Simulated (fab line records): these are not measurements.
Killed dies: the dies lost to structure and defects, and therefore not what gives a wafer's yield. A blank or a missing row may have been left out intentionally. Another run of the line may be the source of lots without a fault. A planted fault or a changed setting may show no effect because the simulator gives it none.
fab line records + flow gf180mcu
[record]
- lots = 5
- wafers = 15
- last_day = 33
route steps=602 shown M3@419 V3@429
lots untouched by any fault: they come from a run of this same line in which no faults occurred
start_h: the number of hours between the record's first day and the start of the first shown wafer of the lot + wait_h: how many hours have passed since the lot's step before this one + " the same as in the row above + L1.1+2: a row that stands for several wafers + - no value, or no start given + * or withheld: withheld + < > ~ a bound
route shown NAME@n: NAME is a module with steps in the file, n the number in the route of the first one + usual: mean/standard deviation of fault-free wafers + same: alike in all rows + chamber/n: place in a boat + sites: per-site readings + _std_site: how widely they spread, as a standard deviation + _edge_site: the outer-site mean with the inner-site mean subtracted + radius_mm: for every site, how far away it sits from the centre of the wafer + mask NAME#n: copy n + behind: the last tool/chamber to shape the wafer + hold: why the lot went on hold/how many hours it stayed there/how the hold came to an end + device: whichever transistor did not switch (one of n, p or np) + end of line: at the end of the route, the tests of the same wafers + a step given without rows: its recipe and nothing more + killed: dies lost to structure and defects at the first sort, not the wafer's yield + map: a wafer's dies, x killed, . not, _ none there
set.NAME: the run value of the setting; set.NAME@STEP: its run value at that earlier step + model.NAME: the simulator's own value behind a step, which no gauge read
lots seen at some steps along the route; tables by step, rows by wafer
services: from which hour (start_h, from the record's first day; less than 0 if before it) a tool's chamber was out of use, for how many hours, and why
[[steps]]
[step GF_M3_SOFTBAKE_10]
[recipe]
- temp_c = 130
- time_s = 60
- resist = KrF
[step GF_M3_EXPOSE_11]
[recipe]
- mask_id = Metal3
- target_cd_nm = 280
- na = 0.68
- source_shape = conventional
- sigma_outer = 0.6
- dose_mj = 28
[step GF_M3_PEB_12]
[recipe]
- peb_temp_c = 135
- peb_time_s = 90
- resist = KrF
[step GF_M3_DEVELOP_13]
[recipe]
- develop_time_s = 60
- dev_temp_c = 21
[step GF_M3_CD_MEAS_14]
[recipe]
- target_cd_nm = 280
[usual]
- cd_nm = 279.3/1.2
| lot.wafer | tool      | chamber | start_h | wait_h | cd_nm |
|-----------|-----------|---------|---------|--------|-------|
| L371.1    | cd_sem-02 | -       | 479.90  | 0.1    | 278.9 |
| L371.2    | "         | -       | "       | "      | 279.0 |
| L371.6    | "         | -       | "       | "      | 278.2 |
| L378.2    | cd_sem-02 | -       | 557.58  | 0.1    | 279.9 |
| L378.3    | "         | -       | "       | "      | 278.6 |
| L378.5    | "         | -       | "       | "      | 279.8 |
| L382.1    | cd_sem-02 | -       | 601.25  | 0.1    | 279.9 |
| L382.3    | "         | -       | "       | "      | 280.7 |
| L382.6    | "         | -       | "       | "      | 280.9 |
| L384.1    | cd_sem-02 | -       | 606.45  | 0.1    | 279.6 |
| L384.4    | "         | -       | "       | "      | 280.2 |
| L384.6    | "         | -       | "       | "      | 279.4 |
| L385.2    | cd_sem-01 | -       | 621.83  | 0.2    | 279.1 |
| L385.3    | "         | -       | "       | "      | 278.8 |
| L385.5    | "         | -       | "       | "      | 279.4 |
[step GF_M3_OVL_MEAS_15]
[usual]
- M3_OVL = 2/4.9
| lot.wafer | tool       | chamber | start_h | wait_h | M3_OVL[nm] |
|-----------|------------|---------|---------|--------|------------|
| L371.1    | overlay-01 | -       | 480.02  | 0.1    | 3          |
| L371.2    | "          | -       | "       | "      | 11         |
| L371.6    | "          | -       | "       | "      | 1          |
| L378.2    | overlay-02 | -       | 557.69  | 0.1    | -5         |
| L378.3    | "          | -       | "       | "      | -5         |
| L378.5    | "          | -       | "       | "      | -5         |
| L382.1    | overlay-01 | -       | 601.37  | 0.1    | 6          |
| L382.3    | "          | -       | "       | "      | 2          |
| L382.6    | "          | -       | "       | "      | 2          |
| L384.1    | overlay-01 | -       | 606.57  | 0.1    | 3          |
| L384.4    | "          | -       | "       | "      | 6          |
| L384.6    | "          | -       | "       | "      | 5          |
| L385.2    | overlay-02 | -       | 621.93  | 0.1    | 6          |
| L385.3    | "          | -       | "       | "      | -1         |
| L385.5    | "          | -       | "       | "      | 4          |
[step GF_M3_METAL_ETCH_16]
[recipe]
- chemistry = Cl2/BCl3
- mask_material = KrF
- target_depth_nm = 750.8
- stop_on = SiO2
- pressure_mtorr = 8
- icp_w = 800
- bias_w = 140
- Cl2_flow_sccm = 80
- bcl3_flow_sccm = 40
- time_s = 125.1
[usual]
- drypump_motor_current_A = 5.7/0.61
- oes_product_au = 0.988/0.006
- throttle_valve_pct = 28.233/0.011
| lot.wafer | tool         | chamber | start_h | wait_h | drypump_motor_current_A | oes_product_au | rf_hours_counter_h | throttle_valve_pct |
|-----------|--------------|---------|---------|--------|-------------------------|----------------|--------------------|--------------------|
| L371.1    | rie_metal-04 | 0       | 480.06  | 0.0    | 6.4                     | 0.986          | 10                 | 28.210             |
| L371.2    | "            | 1       | "       | "      | 5.5                     | 0.988          | 8                  | 28.255             |
| L371.6    | "            | 1       | "       | "      | 5.6                     | 0.988          | -                  | 28.224             |
| L378.2    | rie_metal-01 | 1       | 557.72  | 0.0    | 4.7                     | 0.984          | 9                  | 28.241             |
| L378.3    | "            | 0       | "       | "      | 6.1                     | 0.997          | -                  | 28.221             |
| L378.5    | "            | 0       | "       | "      | 6.1                     | 0.995          | -                  | 28.226             |
| L382.1    | rie_metal-03 | 1       | 601.41  | 0.0    | 6.1                     | 0.995          | 7                  | 28.222             |
| L382.3    | "            | 1       | "       | "      | 6.1                     | 0.994          | -                  | 28.222             |
| L382.6    | "            | 0       | "       | "      | 6.1                     | 0.989          | -                  | 28.233             |
| L384.1    | rie_metal-03 | 1       | 606.61  | 0.0    | 6.1                     | 0.994          | 7                  | 28.234             |
| L384.4    | "            | 1       | "       | "      | 6.1                     | 0.996          | -                  | 28.235             |
| L384.6    | "            | 1       | "       | "      | 6.1                     | 0.996          | -                  | 28.226             |
| L385.2    | rie_metal-03 | 0       | 621.96  | 0.0    | 6.1                     | 0.986          | 3                  | 28.227             |
| L385.3    | "            | 1       | "       | "      | 6.1                     | 0.992          | -                  | 28.220             |
| L385.5    | "            | 1       | "       | "      | 6.1                     | 0.997          | -                  | 28.227             |
[step GF_M3_STRIP_17]
[recipe]
- chemistry = O2/N2
- power_w = 1400
- pressure_mtorr = 1500
- platen_temp_c = 250
- o2_flow_sccm = 3000
- n2_flow_sccm = 300
- overash_fraction = 0.5
[usual]
- drypump_motor_current_A = 5.6/0.48
- heater_power_w = 316/43
- oes_product_au = 0.539/0.0047
- strip_time_to_endpoint_s = 7.41/0.058
| lot.wafer | tool            | chamber | start_h | wait_h | drypump_motor_current_A | heater_power_w | oes_product_au | rf_hours_counter_h | strip_time_to_endpoint_s |
|-----------|-----------------|---------|---------|--------|-------------------------|----------------|----------------|--------------------|--------------------------|
| L371.1    | plasma_asher-04 | 0       | 480.19  | 0.1    | 6.1                     | 313            | 0.537          | 72                 | 7.49                     |
| L371.2    | "               | 1       | "       | "      | 4.7                     | 301            | 0.540          | 72                 | 7.52                     |
| L371.6    | "               | 0       | "       | "      | 6.1                     | 305            | 0.544          | -                  | 7.47                     |
| L378.2    | plasma_asher-04 | 1       | 557.84  | 0.1    | 4.8                     | 299            | 0.542          | 80                 | 7.48                     |
| L378.3    | "               | 0       | "       | "      | 6.0                     | 308            | 0.530          | -                  | 7.39                     |
| L378.5    | "               | 1       | "       | "      | 4.8                     | 303            | 0.540          | -                  | 7.36                     |
| L382.1    | plasma_asher-04 | 1       | 601.53  | 0.1    | 4.7                     | 300            | 0.536          | 83                 | 7.37                     |
| L382.3    | "               | 1       | "       | "      | 4.7                     | 309            | 0.537          | -                  | 7.37                     |
| L382.6    | "               | 1       | "       | "      | 4.7                     | 299            | 0.542          | -                  | 7.46                     |
| L384.1    | plasma_asher-04 | 0       | 606.78  | 0.1    | 6.1                     | 313            | 0.531          | 84                 | 7.33                     |
| L384.4    | "               | 0       | "       | "      | 6.0                     | 310            | 0.533          | -                  | 7.32                     |
| L384.6    | "               | 1       | "       | "      | 4.7                     | 306            | 0.531          | -                  | 7.37                     |
| L385.2    | plasma_asher-02 | 0       | 622.09  | 0.1    | 5.9                     | 300            | 0.539          | 99                 | 7.42                     |
| L385.3    | "               | 0       | "       | "      | 5.9                     | 306            | 0.536          | -                  | 7.35                     |
| L385.5    | "               | 0       | "       | "      | 5.9                     | 291            | 0.537          | -                  | 7.35                     |
[step GF_M3_STRIP_18]
[recipe]
- chemistry = post_etch_residue_remover
- time_s = 1200
- temp_c = 72.5
[step GF_M3_CLEAN_19]
[recipe]
- chemistry = DIW
- dry = n2_spin
[step GF_V3_CVD_00]
[recipe]
- material = SiO2
- target_thk_nm = 600
- sigma_open_frac = 0.3
- temp_c = 400
- time_s = 100
- sih4_flow_sccm = 60
- pressure_mtorr = 6
[step GF_V3_THK_MEAS_01]
[recipe]
- reads = SiO2_of_V3_CVD_00
[usual]
- V3_CVD_00_THK = 598/8
| lot.wafer | tool          | chamber | start_h | wait_h | V3_CVD_00_THK[nm] |
|-----------|---------------|---------|---------|--------|-------------------|
| L371.1    | film_metro-01 | -       | 480.79  | 0.0    | 592               |
| L371.2    | "             | -       | "       | "      | 583               |
| L371.6    | "             | -       | "       | "      | 584               |
| L378.2    | film_metro-03 | -       | 558.46  | 0.0    | 599               |
| L378.3    | "             | -       | "       | "      | 612               |
| L378.5    | "             | -       | "       | "      | 612               |
| L382.1    | film_metro-02 | -       | 602.14  | 0.0    | 597               |
| L382.3    | "             | -       | "       | "      | 606               |
| L382.6    | "             | -       | "       | "      | 588               |
| L384.1    | film_metro-02 | -       | 607.42  | 0.0    | 591               |
| L384.4    | "             | -       | "       | "      | 585               |
| L384.6    | "             | -       | "       | "      | 592               |
| L385.2    | film_metro-02 | -       | 622.77  | 0.0    | 586               |
| L385.3    | "             | -       | "       | "      | 600               |
| L385.5    | "             | -       | "       | "      | 587               |
[step GF_V3_CVD_02]
[recipe]
- material = SiO2
- target_thk_nm = 850
- precursor = TEOS
- temp_c = 400
- time_s = 94.851
- rf_w = 600
[usual]
- heater_power_outer_w = 394/70
- heater_power_w = 667/100
| lot.wafer | tool     | chamber | start_h | wait_h | heater_power_outer_w | heater_power_w | since_wet_clean_h | model.SiO2_of_V3_CVD_02.thk_nm |
|-----------|----------|---------|---------|--------|----------------------|----------------|-------------------|--------------------------------|
| L371.1    | pecvd-01 | 1       | 480.85  | 0.1    | 516                  | 828            | 514               | 838.8                          |
| L371.2    | "        | 0       | "       | "      | 351                  | 639            | 514               | 838.8                          |
| L371.6    | "        | 0       | "       | "      | 274                  | 512            | -                 | 855.4                          |
| L378.2    | pecvd-01 | 1       | 558.51  | 0.0    | 519                  | 849            | 592               | 827.4                          |
| L378.3    | "        | 2       | "       | "      | 451                  | 807            | 592               | 845.2                          |
| L378.5    | "        | 0       | "       | "      | 328                  | 587            | -                 | 847.6                          |
| L382.1    | pecvd-01 | 1       | 602.20  | 0.1    | 488                  | 797            | 636               | 851.1                          |
| L382.3    | "        | 2       | "       | "      | 405                  | 745            | 636               | 838.1                          |
| L382.6    | "        | 2       | "       | "      | 429                  | 801            | -                 | 853.7                          |
| L384.1    | pecvd-01 | 0       | 607.48  | 0.1    | 357                  | 624            | 641               | 826                            |
| L384.4    | "        | 0       | "       | "      | 378                  | 638            | -                 | 842.3                          |
| L384.6    | "        | 1       | "       | "      | 510                  | 857            | -                 | 836.7                          |
| L385.2    | pecvd-01 | 1       | 622.82  | 0.0    | 419                  | 704            | 656               | 826.5                          |
| L385.3    | "        | 2       | "       | "      | 446                  | 807            | 656               | 834.2                          |
| L385.5    | "        | 2       | "       | "      | 324                  | 653            | -                 | 1180                           |
[step GF_V3_THK_MEAS_03]
[recipe]
- reads = SiO2_of_V3_CVD_02
[usual]
- V3_CVD_02_THK = 849/11
| lot.wafer | tool          | chamber | start_h | wait_h | V3_CVD_02_THK[nm] |
|-----------|---------------|---------|---------|--------|-------------------|
| L371.1    | film_metro-03 | -       | 480.92  | 0.0    | 839               |
| L371.2    | "             | -       | "       | "      | 839               |
| L371.6    | "             | -       | "       | "      | 856               |
| L378.2    | film_metro-02 | -       | 558.59  | 0.0    | 828               |
| L378.3    | "             | -       | "       | "      | 845               |
| L378.5    | "             | -       | "       | "      | 848               |
| L382.1    | film_metro-02 | -       | 602.27  | 0.0    | 850               |
| L382.3    | "             | -       | "       | "      | 838               |
| L382.6    | "             | -       | "       | "      | 854               |
| L384.1    | film_metro-03 | -       | 607.54  | 0.0    | 826               |
| L384.4    | "             | -       | "       | "      | 842               |
| L384.6    | "             | -       | "       | "      | 836               |
| L385.2    | film_metro-01 | -       | 622.90  | 0.0    | 826               |
| L385.3    | "             | -       | "       | "      | 834               |
| L385.5    | "             | -       | "       | "      | 1180              |
[step GF_V3_CMP_04]
[recipe]
- material = SiO2
- down_force_psi = 4
- platen_rpm = 60
- pad_velocity_m_s = 0.94248
[usual]
- edge_zone_pressure_frac = 1.000/0.0051
- motor_current_A = 11.7/0.88
- time_to_endpoint_s = 80/5.2
| lot.wafer | tool   | chamber | start_h | wait_h | edge_zone_pressure_frac | motor_current_A | time_to_endpoint_s |
|-----------|--------|---------|---------|--------|-------------------------|-----------------|--------------------|
| L371.1    | cmp-02 | 3       | 481.03  | 0.1    | 1.004                   | 10.6            | 79                 |
| L371.2    | "      | 1       | "       | "      | 1.001                   | 12.6            | 84                 |
| L371.6    | "      | 2       | "       | "      | 0.997                   | 12.0            | 87                 |
| L378.2    | cmp-01 | 3       | 558.64  | 0.0    | 1.003                   | 13.2            | 72                 |
| L378.3    | "      | 0       | "       | "      | 0.991                   | 11.6            | 77                 |
| L378.5    | "      | 3       | "       | "      | 0.996                   | 12.9            | 80                 |
| L382.3    | cmp-02 | 1       | 602.43  | 0.1    | 1.010                   | 13.3            | 83                 |
| L382.1    | "      | 2       | "       | "      | 0.996                   | 11.7            | 79                 |
| L382.6    | "      | 0       | "       | "      | 1.010                   | 11.0            | 85                 |
| L384.4    | cmp-02 | 0       | 607.60  | 0.0    | 0.993                   | 12.0            | 82                 |
| L384.1    | "      | 1       | "       | "      | 1.002                   | 12.7            | 76                 |
| L384.6    | "      | 0       | "       | "      | 0.994                   | 12.0            | 82                 |
| L385.3    | cmp-01 | 2       | 623.05  | 0.1    | 0.991                   | 12.3            | 76                 |
| L385.2    | "      | 3       | "       | "      | 1.001                   | 13.2            | 70                 |
| L385.5    | "      | 1       | "       | "      | 0.990                   | 10.7            | 212                |
[step GF_V3_BOW_MEAS_05]
[recipe]
- mode = bow
[usual]
- V3_BOW = 117/9.6
| lot.wafer | tool          | chamber | start_h | wait_h | V3_BOW[um] |
|-----------|---------------|---------|---------|--------|------------|
| L371.1    | film_metro-01 | -       | 481.28  | 0.2    | 130        |
| L371.2    | "             | -       | "       | "      | 107        |
| L371.6    | "             | -       | "       | "      | 117        |
| L378.2    | film_metro-01 | -       | 558.96  | 0.3    | 113        |
| L378.3    | "             | -       | "       | "      | 114        |
| L378.5    | "             | -       | "       | "      | 112        |
| L382.1    | film_metro-02 | -       | 602.63  | 0.1    | 108        |
| L382.3    | "             | -       | "       | "      | 120        |
| L382.6    | "             | -       | "       | "      | 125        |
| L384.1    | film_metro-03 | -       | 607.90  | 0.2    | 131        |
| L384.4    | "             | -       | "       | "      | 127        |
| L384.6    | "             | -       | "       | "      | 130        |
| L385.2    | film_metro-01 | -       | 623.27  | 0.1    | 111        |
| L385.3    | "             | -       | "       | "      | 115        |
| L385.5    | "             | -       | "       | "      | 103        |
[[services]]
| tool            | chamber | start_h | hours | kind                           |
|-----------------|---------|---------|-------|--------------------------------|
| cmp-01          | -       | 456.11  | 4.2   | pm                             |
| rie_metal-01    | -       | 456.51  | 2.8   | pm                             |
| cmp-01          | -       | 460.70  | 6.8   | pm                             |
| rie_metal-03    | 1       | 473.98  | 28.1  | repair                         |
| rie_metal-04    | 1       | 482.71  | 4.0   | repair                         |
| rie_metal-03    | 0       | 502.08  | -     | clean                          |
| rie_metal-03    | 0       | 502.08  | 21.4  | scheduled_down                 |
| rie_metal-03    | 0       | 502.08  | 21.4  | vent_cycle                     |
| plasma_asher-04 | -       | 504.51  | 0.4   | repair                         |
| rie_metal-04    | -       | 507.49  | 0.4   | repair                         |
| cmp-02          | -       | 519.18  | 3.3   | repair                         |
| cmp-01          | -       | 527.03  | 1.0   | repair                         |
| cmp-02          | -       | 561.06  | 11.1  | pm                             |
| plasma_asher-04 | -       | 570.76  | 14.6  | pm                             |
| cmp-02          | -       | 572.69  | 4.0   | pm                             |
| cmp-02          | -       | 576.69  | -     | consumable_replace:conditioner |
| cmp-02          | -       | 576.69  | -     | consumable_replace:pad         |
| cmp-02          | -       | 589.84  | 4.5   | pm                             |
| plasma_asher-04 | -       | 590.90  | 0.4   | repair                         |
| rie_metal-04    | -       | 600.18  | 2.1   | repair                         |
| rie_metal-04    | -       | 605.50  | 2.8   | pm                             |
| plasma_asher-04 | -       | 609.92  | 2.2   | repair                         |
| cmp-01          | -       | 620.22  | 0.8   | repair                         |
[[key]]
[first_sign]
- step = GF_V3_THK_MEAS_03
- reading = V3_CVD_02_THK
- direction = up
- sigmas = 30
- usual = 849
- struck = 1180
[effect]
- step = GF_V3_CMP_04
- reading = time_to_endpoint_s
- direction = up
- sigmas = 25
- usual = *
- struck = *
[model_effect]
- step = GF_V3_CVD_02
- value = SiO2_of_V3_CVD_02.thk_nm
- without = 835.2
- struck = 1180
met_at GF_V3_CVD_02
struck_wafers L385.5
onset_between 607.48 622.82
[fault]
- kind = process_parameter_drift
- tool = pecvd-01
- chamber = -
- onset_h = 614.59
- steps = GF_V3_CVD_02
- channel = target_thk_nm
- offset = 342.3
- shape = step
- end_h = 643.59
- scope = struck_wafers_only
- acts_in = these_recipes_only
- stated = 850
